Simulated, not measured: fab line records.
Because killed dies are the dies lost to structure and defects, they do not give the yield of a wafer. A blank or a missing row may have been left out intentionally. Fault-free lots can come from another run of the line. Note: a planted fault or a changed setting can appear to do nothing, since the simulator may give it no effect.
Code-filled problem report in 8D (eight disciplines) form || flow sky130 || the parts of the form that need people (team, actions taken, sign-off) are left out

## 1. THE PROBLEM
Wafers without a fault read 200.0 nm, standard deviation 1.6; cdNm at SKY_VIA2_CD_MEAS_12 reads a mean of 180.6 nm on 3 wafers belonging to 3 lots. Relative to the usual mean, that is a shift of -12 standard deviations.
The step: target cd 200 nm.
Seen first at day 41 02:38 on cdSem-01, wafer L357.1. Wafers with a number at this step in the record: 34, from 12 lots. The rule behind "out" and "out of limits": a value lying over 4 standard deviations away from the usual mean. Any other wafer with a number is counted as sound.

## 2. WHAT THIS IS AND IS NOT
{"question": "which readings at this step", "is": "cdNm", "is not": "-"}
{"question": "which lots", "is": "L357, L362, L363", "is not": "L351, L352, L353, L354, L356, L358, L370, L372, L373"}
{"question": "which wafers of those lots", "is": "L357.1, L362.1, L363.1", "is not": "L357.3, L362.3, L363.3, L363.4"}
{"question": "read on which gauges", "is": "cdSem-01, cdSem-02", "is not": "-"}
{"question": "when", "is": "from day 41 02:38", "is not": "up to then (16 sound wafers); but 15 sound wafers of L358, L362, L363, L370, L372, L373 came after"}

## 3. WHAT RULES OUT EACH SUSPECT
Counting: a tool at a process step up to the reading stays a suspect if it ran every lot that is out. Sound lots after the first of them don't rule it out here, since some wafers of a struck lot are sound.
- the gauge at SKY_VIA2_CD_MEAS_12: ruled out. 2 gauges (cdSem-01, cdSem-02) read the wafers that are out.
- lithoTrack-02 at SKY_VIA2_DEVELOP_11 (develop time 60 s): kept. Every lot that is out went through it, the first being L357 (day 41 02:00); the last sound lot it ran before that was L353 (day 37 18:00).
The count leaves lithoTrack-02 at SKY_VIA2_DEVELOP_11.

## 4. THE CAUSE (what the simulator had put in)
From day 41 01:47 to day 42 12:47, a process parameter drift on lithoTrack-02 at SKY_VIA2_DEVELOP_11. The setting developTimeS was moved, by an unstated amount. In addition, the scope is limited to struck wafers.
This tool alone remained once counting was done.

## 5. SEQUENCE OF EFFECTS, ordered by route
Each row: a reading whose mean over the struck wafers that have a number lies more than 3 standard deviations from the usual. Only readings for which the record gives a usual standard deviation are gone through. hours: the time from each lot's start at the first step in this table that gives one to its start at this step, as a median over the lots. sigmas: the change in usual standard deviations.
{"hours": 0, "step": "SKY_VIA2_CD_MEAS_12", "reading": "cdNm", "usual": "200.0 nm", "on struck wafers": 180.6, "change": -19.4, "sigmas": -12}
{"hours": 204, "step": "SKY_PAD_OPEN_PROBE_99", "reading": "sort_bin_8_speed", "usual": "0.00 %", "on struck wafers": 0.07, "change": "+0.07", "sigmas": "+3.9"}
The process steps in it:
- SKY_PAD_OPEN_PROBE_99

## 6. WHAT WOULD HAVE CAUGHT IT SOONER
In this record the first reading out of limits at a measuring or inspecting step was taken at day 41 02:38, 1 hour after the fault began at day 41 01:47.
Among the 3 lots that are out, L362, L363 began SKY_VIA2_DEVELOP_11 on lithoTrack-02 after day 41 02:38. A hold on the tool at that time would have spared those 2.
